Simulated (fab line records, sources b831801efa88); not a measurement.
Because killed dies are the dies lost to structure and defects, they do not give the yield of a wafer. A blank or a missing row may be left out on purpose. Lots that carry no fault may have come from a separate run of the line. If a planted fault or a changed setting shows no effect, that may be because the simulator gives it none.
Chamber matching || flow gf180mcu || cmp-01 running GF_V1_CMP_26: 3 sister chambers
The step polishes, stops on SiO2, t overpolish 15 s, target thk 0 nm. 14 wafers are shown with their chamber, then 6 later ones without.

EACH WAFER AND ITS CHAMBER
{"wafer": "L467.4", "chamber": 3, "motorCurrentA (A)": 10.7, "timeToEndpointS (s)": 86, "platenRpm (rpm)": 59.95}
{"wafer": "L467.5", "chamber": 2, "motorCurrentA (A)": 12.1, "timeToEndpointS (s)": 87, "platenRpm (rpm)": 60.01}
{"wafer": "L467.6", "chamber": 1, "motorCurrentA (A)": 10.6, "timeToEndpointS (s)": 87, "platenRpm (rpm)": 59.95}
{"wafer": "L468.1", "chamber": 2, "motorCurrentA (A)": 11.4, "timeToEndpointS (s)": 87, "platenRpm (rpm)": 59.96}
{"wafer": "L468.2", "chamber": 1, "motorCurrentA (A)": 10.6, "timeToEndpointS (s)": 88, "platenRpm (rpm)": 59.95}
{"wafer": "L468.5", "chamber": 1, "motorCurrentA (A)": 10.7, "timeToEndpointS (s)": 86, "platenRpm (rpm)": 60.05}
{"wafer": "L470.2", "chamber": 1, "motorCurrentA (A)": 10.4, "timeToEndpointS (s)": 90, "platenRpm (rpm)": 60.06}
{"wafer": "L470.4", "chamber": 2, "motorCurrentA (A)": 11.7, "timeToEndpointS (s)": 89, "platenRpm (rpm)": 59.98}
{"wafer": "L470.5", "chamber": 3, "motorCurrentA (A)": 10.5, "timeToEndpointS (s)": 88, "platenRpm (rpm)": 60.05}
{"wafer": "L475.1", "chamber": 1, "motorCurrentA (A)": 10.3, "timeToEndpointS (s)": 82, "platenRpm (rpm)": 59.98}
{"wafer": "L475.3", "chamber": 3, "motorCurrentA (A)": 10.4, "timeToEndpointS (s)": 81, "platenRpm (rpm)": 60.04}
{"wafer": "L475.6", "chamber": 3, "motorCurrentA (A)": 10.4, "timeToEndpointS (s)": 87, "platenRpm (rpm)": 60.01}
{"wafer": "L480.3", "chamber": 2, "motorCurrentA (A)": 12.3, "timeToEndpointS (s)": 83, "platenRpm (rpm)": 60.05}
{"wafer": "L480.5", "chamber": 2, "motorCurrentA (A)": 11.2, "timeToEndpointS (s)": 86, "platenRpm (rpm)": 60.02}

SIGNATURES (means of the wafers above)
{"reading": "motorCurrentA", "chamber 1": 10.520, "chamber 2": 11.740, "chamber 3": 10.500, "scatter within a chamber": 0.305}
{"reading": "timeToEndpointS", "chamber 1": 86.60, "chamber 2": 86.40, "chamber 3": 85.50, "scatter within a chamber": 2.75}
{"reading": "platenRpm", "chamber 1": 59.9980, "chamber 2": 60.0040, "chamber 3": 60.0125, "scatter within a chamber": 0.0452}
Rule: a wafer lies at a distance from a chamber equal to the root of the sum of squares, over the readings, of (its reading less the chamber's mean, divided by the reading's scatter). If the next closest chamber is less than 2 further off than the closest, the wafer can't be placed; otherwise it belongs to the closest. The scatter: the root of (the sum of the squares of (reading less its chamber's mean) over the shown wafers, divided by (wafers less chambers)).

WAFERS WITH NO CHAMBER GIVEN
{"wafer": "L480.6", "motorCurrentA (A)": 10.3, "timeToEndpointS (s)": 80, "platenRpm (rpm)": 60.03}
{"wafer": "L483.1", "motorCurrentA (A)": 10.5, "timeToEndpointS (s)": 82, "platenRpm (rpm)": 59.99}
{"wafer": "L483.3", "motorCurrentA (A)": 10.1, "timeToEndpointS (s)": 82, "platenRpm (rpm)": 59.98}
{"wafer": "L483.5", "motorCurrentA (A)": 10.4, "timeToEndpointS (s)": 84, "platenRpm (rpm)": 59.95}
{"wafer": "L487.1", "motorCurrentA (A)": 10.2, "timeToEndpointS (s)": 85, "platenRpm (rpm)": 60.06}
{"wafer": "L487.4", "motorCurrentA (A)": 10.6, "timeToEndpointS (s)": 86, "platenRpm (rpm)": 60.06}

CHAMBER TAKEN BY EACH
{"wafer": "L480.6", "from the rows above": "can't be placed: 3 or 1", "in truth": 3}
{"wafer": "L483.1", "from the rows above": "can't be placed: 3 or 1", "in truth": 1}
{"wafer": "L483.3", "from the rows above": "can't be placed: 3 or 1", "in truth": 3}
{"wafer": "L483.5", "from the rows above": "can't be placed: 1 or 3", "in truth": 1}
{"wafer": "L487.1", "from the rows above": "can't be placed: 3 or 1", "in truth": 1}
{"wafer": "L487.4", "from the rows above": "can't be placed: 3 or 1", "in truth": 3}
Correctly placed: 0 of 6. From these rows, 6 cannot be placed; in 6 the true chamber is one of the candidates. Placed wrongly: 0.
